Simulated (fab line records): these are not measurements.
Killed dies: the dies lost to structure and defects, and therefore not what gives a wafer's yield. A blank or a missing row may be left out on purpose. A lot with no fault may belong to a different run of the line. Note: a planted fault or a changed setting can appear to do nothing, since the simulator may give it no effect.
A struck lot beside a sound one	flow sky130	27 out of 708 route steps
Sound: the wafers L162.2, L162.3, L162.6. Wafers L165.1, L165.4, L165.5 were the ones struck. Last of all comes the cause.
Order at every step that has rows: each side's tool, ch and its chambers, its first start. Under that, the readings that differ: sound wafers	struck wafers	difference of the means	sigmas: that difference in standard deviations of wafers without a fault.
alike: words and numbers the same on both sides, and readings whose means are apart by under 2 such deviations; not compared: readings that were withheld, readings missing a value for some wafer, numbers with overlapping values and no deviation given by the record, and bounds like >300 which may hide the same value.
The two part at a step that has a row with sigmas, a row that says differs or no value, or rows on one side only. Numbers that have no deviation but don't overlap get no sigmas and don't part them. Lack of a reading on every wafer of one side parts them only where that side has two or more wafers.

first, 9 steps without rows for these wafers: SKY_METAL4_DESCUM_15 (chemistry O2, time 8 s); SKY_METAL4_ETCH_16 (etches BARC in N2/H2, stops on SiO2, time 88.2 s, target depth 60 nm); SKY_METAL4_ETCH_17 (etches SiO2 in C4F8/O2/Ar, stops on TiN, time 3.9 s, target depth 15 nm); SKY_METAL4_METAL_ETCH_18 (etches the open film in Cl2/BCl3, stops on SiO2, target depth 845 nm, time 183.1 s); SKY_METAL4_STRIP_19 (strips in O2/N2); SKY_METAL4_STRIP_20 (strips in post etch residue remover, time 1200 s); SKY_METAL4_CLEAN_21 (cleans in IPA, time 180 s); SKY_METAL4_CLEAN_22 (cleans in O3/DIW); SKY_VIA4_HDPCVD_00 (deposits SiO2, target thk 1750 nm, time 291.7 s).
SKY_VIA4_CMP_02: polishes SiO2.
  sound on cmp-01 ch 1,3, day 42 13:44; struck on cmp-01 ch 0,1,3, day 43 13:31
  no value came back on the struck wafers for edgeZonePressureFrac, headPressurePsi (psi), motorCurrentA (A), slurryFlowMlMin; on the sound wafers edgeZonePressureFrac reads 0.996 0.996 1.004
reading	sound	struck	difference	sigmas
model.SiO2_of_VIA4_HDPCVD_00.thkNm (nm)	580.3 581.3 581	1773 1781 1777	+1196	
SKY_VIA4_BOW_MEAS_03:
  struck on filmMetro-02, day 43 13:46; sound on filmMetro-02, day 42 14:04
reading	sound	struck	difference	sigmas
VIA4_BOW (um)	84 67 85	153 139 144	+67	+7
then, 7 steps without rows for these wafers: SKY_VIA4_DEHYDRATE_04 (time 60 s); SKY_VIA4_HMDS_05 (prime time 60 s); SKY_VIA4_COAT_06 (resist thk 1140 nm); SKY_VIA4_SOFTBAKE_07 (time 60 s); SKY_VIA4_EXPOSE_08 (exposes mask VIM4, target cd 800 nm); SKY_VIA4_PEB_09; SKY_VIA4_DEVELOP_10 (develop time 60 s).
SKY_VIA4_ETCH_12: etches SiO2 in C4F8/O2/Ar, stops on TiN, target depth 580 nm.
  sound on rieDiel-02 ch 1,3, day 43 12:38; struck on rieDiel-02 ch 1,2,3, day 44 11:56
reading	sound	struck	difference	sigmas
oesProductAu (a.u.)	0.924 0.927 0.925	1.615 1.620 1.637	+0.699	+99 or more
model.VIA4.featureDepthNm (nm)	580.3 581.3 581	650.2 655.4 662.4	+75.1	
model.etch.depthNm (nm)	580.3 581.3 581	650.2 655.4 662.4	+75.1	
  alike: rfFwdPowerW
then, 6 steps without rows for these wafers: SKY_VIA4_STRIP_13 (strips in O2/N2); SKY_VIA4_STRIP_14 (strips in post etch residue remover, time 1200 s); SKY_VIA4_CLEAN_15 (cleans in IPA, time 180 s); SKY_VIA4_CLEAN_16 (cleans in O3/DIW); SKY_VIA4_SPUTTER_17 (material TiN, target thk 20 nm, time 80 s); SKY_VIA4_CVD_18 (deposits W, target thk 505 nm, time 152.14 s).
SKY_VIA4_CMP_21: polishes, stops on SiO2, t overpolish 25 s, target thk 0 nm.
  sound on cmp-02 ch 0,2, day 43 13:44; struck on cmp-02 ch 0,2, day 44 13:08
reading	sound	struck	difference	sigmas
model.SiO2_of_VIA4_HDPCVD_00.thkNm (nm)	574.8 575.8 575.6	1768 1776 1772	+1197	
  alike: edgeZonePressureFrac, headPressurePsi, motorCurrentA, slurryFlowMlMin
-- the record jumps here: 3 days lie between the struck wafers' starts before and after (it left off in module VIA4 and takes up again in module PAD_OPEN, whose first step shown is number 708 of the route) --
SKY_PAD_OPEN_PROBE_99:
  struck on prober-02, day 47 07:12; sound on prober-01, day 46 09:27
reading	sound	struck	difference	sigmas
defectLimitedYield (%)	81.9 84.1 81.5	0 0 0	-82	-43
killed_at_M4_up	5 3 2	399 420 417	+409	+99 or more
killedAtContacts	36 21 27	21 11 19	-11	-2
killedAtFrontEnd	8 14 13	22 17 25	+10	+2
killedDies	89 78 91	492 492 492	+406	+43
killedOnRim	16 13 15	96 96 96	+81	+20
sort_bin_5_function (%)	11.0 10.0 11.4	92.5 94.5 94.7	+83.1	+55
sortNPass	403 414 401	0 0 0	-406	-43
sortYieldPct (%)	81.9 84.1 81.5	0 0 0	-82	-43
  alike: killed_at_M0_to_M3, killedAtOther, killedOpen, killedShort, sort_bin_3_pad_short, sort_bin_6_memory

== WHERE THEY PART ==
Earliest at SKY_VIA4_CMP_02; latest, in this record, at SKY_PAD_OPEN_PROBE_99.

WHY: the cause the simulator had injected
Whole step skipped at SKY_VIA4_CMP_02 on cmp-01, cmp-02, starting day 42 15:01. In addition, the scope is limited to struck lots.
